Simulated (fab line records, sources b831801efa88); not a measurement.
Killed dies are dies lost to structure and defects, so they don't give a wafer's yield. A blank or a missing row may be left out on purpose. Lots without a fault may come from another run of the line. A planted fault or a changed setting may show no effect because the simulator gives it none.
Which tool did it? | flow gf180mcu | 13 lots, 39 wafers sampled, at 4 steps of a route of 602

WHAT THE GAUGES READ, wafer by wafer
GF_M2_OVL_MEAS_15.
lot  | measured     | on         | M2_OVL (nm)
L316 | day 19 01:30 | overlay-01 | -3 4 4
L318 | day 20 00:10 | overlay-02 | 15 11 5
L320 | day 20 17:04 | overlay-02 | 2 0 0
L323 | day 22 00:10 | overlay-02 | 10 9 12
L324 | day 22 08:18 | overlay-01 | 0 6 2
L325 | day 22 19:42 | overlay-02 | 0 4 2
L326 | day 23 01:34 | overlay-02 | -7 -4 -4
L330 | day 24 06:07 | overlay-01 | 8 5 8
L331 | day 24 18:21 | overlay-01 | 1 -1 -2
L333 | day 25 06:12 | overlay-01 | 6 4 1
L337 | day 26 15:10 | overlay-01 | -4 2 -2
L338 | day 26 20:45 | overlay-02 | -2 3 -1
L339 | day 27 04:48 | overlay-01 | -3 -6 -9

GF_V2_CD_MEAS_14: target cd 260 nm.
lot  | measured     | on        | cd_nm (nm)
L316 | day 20 02:41 | cd_sem-01 | 260.0 260.0 259.2
L318 | day 21 01:59 | cd_sem-01 | 260.1 260.4 260.1
L320 | day 21 18:32 | cd_sem-01 | 258.6 259.3 259.7
L323 | day 23 00:17 | cd_sem-01 | 257.6 258.7 257.3
L324 | day 23 09:11 | cd_sem-02 | 258.2 259.0 258.3
L325 | day 23 20:20 | cd_sem-01 | 261.6 260.8 260.5
L326 | day 24 01:37 | cd_sem-02 | 260.6 261.0 260.5
L330 | day 25 04:40 | cd_sem-02 | 262.1 262.9 263.1
L331 | day 25 17:14 | cd_sem-02 | 248.6 248.3 248.9
L333 | day 26 04:53 | cd_sem-02 | 249.9 250.8 250.5
L337 | day 27 11:29 | cd_sem-02 | 260.4 260.8 261.0
L338 | day 27 17:44 | cd_sem-01 | 261.3 260.3 260.7
L339 | day 28 01:20 | cd_sem-02 | 262.6 260.4 262.5

WHICH TOOL RAN EACH LOT (tool, then ch and the chambers of the sampled wafers, then the start)
lot  | GF_V2_CVD_02                    | GF_V2_SOFTBAKE_10
L316 | pecvd-04 ch 0,1, day 19 02:28   | litho_track-03 ch 0, day 19 14:00
L318 | pecvd-02 ch 1,2, day 20 00:58   | litho_track-03 ch 0, day 20 13:00
L320 | pecvd-01 ch 0,1,2, day 20 17:54 | litho_track-02 ch 0, day 21 06:00
L323 | pecvd-04 ch 0,2, day 22 00:58   | litho_track-03 ch 0, day 22 12:00
L324 | pecvd-04 ch 1,2, day 22 09:08   | litho_track-04 ch 0, day 22 21:00
L325 | pecvd-01 ch 0,1, day 22 20:31   | litho_track-03 ch 0, day 23 08:00
L326 | pecvd-01 ch 0,1, day 23 02:24   | litho_track-03 ch 0, day 23 14:00
L330 | pecvd-02 ch 1,2, day 24 06:56   | litho_track-04 ch 0, day 24 18:00
L331 | pecvd-01 ch 0,1, day 24 19:17   | litho_track-04 ch 0, day 25 06:00
L333 | pecvd-04 ch 0,1,2, day 25 07:01 | litho_track-04 ch 0, day 25 18:00
L337 | pecvd-04 ch 0,1,2, day 26 15:59 | litho_track-02 ch 0, day 27 01:00
L338 | pecvd-04 ch 0,1,2, day 26 21:34 | litho_track-02 ch 0, day 27 07:00
L339 | pecvd-01 ch 0,1, day 27 05:39   | litho_track-02 ch 0, day 27 15:00
- GF_V2_CVD_02: deposits SiO2 from TEOS, target thk 850 nm, time 94.851 s.
- GF_V2_SOFTBAKE_10: time 60 s.

WHAT THE TOOLS THEMSELVES READ (means of the sampled wafers that have a number; where no wafer has one, the mark that the record gives instead)
GF_V2_CVD_02.
lot  | tool     | heater_power_w (W)
L316 | pecvd-04 | 705
L318 | pecvd-02 | 747
L320 | pecvd-01 | 677
L323 | pecvd-04 | 613
L324 | pecvd-04 | 557
L325 | pecvd-01 | 648
L326 | pecvd-01 | 655
L330 | pecvd-02 | 674
L331 | pecvd-01 | 602
L333 | pecvd-04 | 630
L337 | pecvd-04 | 658
L338 | pecvd-04 | 623
L339 | pecvd-01 | 607

GF_V2_SOFTBAKE_10.
lot  | tool           | heater_power_total_W (W) | run_length_s (s)
L316 | litho_track-03 | 93.02                    | 89.12
L318 | litho_track-03 | 93.00                    | 89.09
L320 | litho_track-02 | 93.00                    | 89.45
L323 | litho_track-03 | 92.96                    | 89.22
L324 | litho_track-04 | 93.03                    | 88.90
L325 | litho_track-03 | 93.06                    | 89.14
L326 | litho_track-03 | 93.07                    | 89.20
L330 | litho_track-04 | 93.04                    | 89.10
L331 | litho_track-04 | 116.01                   | 59.03
L333 | litho_track-04 | 116.00                   | 58.94
L337 | litho_track-02 | 93.05                    | 89.44
L338 | litho_track-02 | 93.02                    | 89.42
L339 | litho_track-02 | 93.07                    | 89.36

THE ANSWER, worked out from the rows above alone
Rule: what is usual is taken from the lots themselves. Put in order of their means at a reading, lots are off if they are a third of the lots or fewer, leave a main group of 4 or more, and stand apart from it by a gap of 3 or more times the standard deviation of the main group's means; of several such gaps the widest counts. A main group whose means are all the same, to the digits that the tables above print for the reading, isn't used. A lot without any number at a reading at which 4 lots or more have one is off too. The other lots that the step has rows for count as sound. The gauges are gone through in route order, then the tools' own readings, and for those a lot's mean is taken as printed above. The first step at which some lot is off is used, and at that step the reading that is off furthest; a lot without a number counts as furthest.
Off: L331, L333, at GF_V2_CD_MEAS_14 (cd_nm). The main group: mean 260.3 nm, standard deviation 1.3.
A tool fits if, at a process step before that reading, it ran every lot that is off, and no sound lot after the first of them. The gauges at GF_V2_CD_MEAS_14 aren't tried: what is off there is off at GF_V2_SOFTBAKE_10 too, on other tools, and a gauge's error can't cause that. One fits: litho_track-04 at GF_V2_SOFTBAKE_10. Its last sound lot is L330 (day 24 18:00), its first lot that is off L331 (day 25 06:00): a fault that began between those two fits.
The tool's own readings at GF_V2_SOFTBAKE_10 bear it out: on the lots that are off they differ by more than 5 times the standard deviation of the sound lots' means. heater_power_total_W reads 116.00 W there against 93.03 W on the sound lots; run_length_s reads 58.98 s there against 89.22 s on the sound lots.

WHAT THE SIMULATOR HAD PUT IN
Process parameter drift: litho_track-04, from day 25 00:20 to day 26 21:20, at GF_V2_SOFTBAKE_10. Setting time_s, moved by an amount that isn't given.
Lots struck among those shown: L331, L333. The rule above found the same.
